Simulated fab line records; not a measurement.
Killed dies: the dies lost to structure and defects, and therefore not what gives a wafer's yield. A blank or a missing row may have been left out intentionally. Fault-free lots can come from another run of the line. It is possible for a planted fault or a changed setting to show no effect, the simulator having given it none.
Code-filled problem report in 8D (eight disciplines) form | flow sky130 | the parts of the form that need people (team, actions taken, sign-off) are left out

1. WHAT WENT WRONG
At SKY_NWELL_IMPLANT_13, dose-ions-cm2 averages 6e+11 over 6 wafers from 2 lots, while fault-free wafers read 7e+11, standard deviation 8.2e+08. So: -99 or more standard deviations from the usual mean.
Seen first at day 8 19:14 on implanter-04, wafer L274.2. Wafers with a number at this step in the record: 18, from 6 lots. Rule for "out" (also "out of limits"): further than 4 standard deviations from the usual mean. The rest of the wafers with a number are treated as sound.

2. WHAT IT IS AND WHAT IT IS NOT
question                    | is                                | is not
which readings at this step | dose-ions-cm2, faraday-current-uA | beam-energy-keV
which lots                  | L274, L275                        | L260, L267, L278, L279
which wafers of those lots  | all that have a number            | -
read on which tools         | implanter-04                      | implanter-01, implanter-02
when                        | from day 8 19:14                  | up to then (6 sound wafers); but 6 sound wafers of L278, L279 came after

3. SUSPECTS, AND WHAT RULES EACH OUT
Counting: any tool at a process step up to the reading is kept as a suspect provided that every lot that is out went through it and no sound lot did after the first of them.
- implanter-04 at SKY_NWELL_IMPLANT_13: kept. All lots that are out passed through it, beginning with L274 at day 8 19:14, and no sound lot followed; its final sound lot before that point was L267 at day 7 00:24. On those wafers its own readings are out: dose-ions-cm2, faraday-current-uA.
The count leaves implanter-04 at SKY_NWELL_IMPLANT_13.

4. THE CAUSE (what the simulator had put in)
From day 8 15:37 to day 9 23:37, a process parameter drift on implanter-04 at SKY_NWELL_IMPLANT_13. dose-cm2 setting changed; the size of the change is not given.
After counting, this tool was the only one left.

5. THE CHAIN OF EFFECTS, in route order
Each row: a reading where the mean over the struck wafers with a number is more than 3 standard deviations away from the usual. Only readings whose record carries a usual standard deviation are examined. hours: median over the lots of the time between each lot's start at the first step of this table that gives one and its start at this step. sigmas: the change, counted in usual standard deviations.
hours | step                 | reading            | usual | on struck wafers | change | sigmas
0     | SKY_NWELL_IMPLANT_13 | dose-ions-cm2      | 7e+11 | 6e+11            | -9e+10 | -99 or more
0     | SKY_NWELL_IMPLANT_13 | faraday-current-uA | 3.95  | 3.43             | -0.52  | -7.4
It contains these process steps:
- SKY_NWELL_IMPLANT_13

6. WHAT WOULD HAVE CAUGHT IT SOONER
In this record no reading fell out of limits until day 8 19:14, 4 hours after the fault had begun at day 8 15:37.
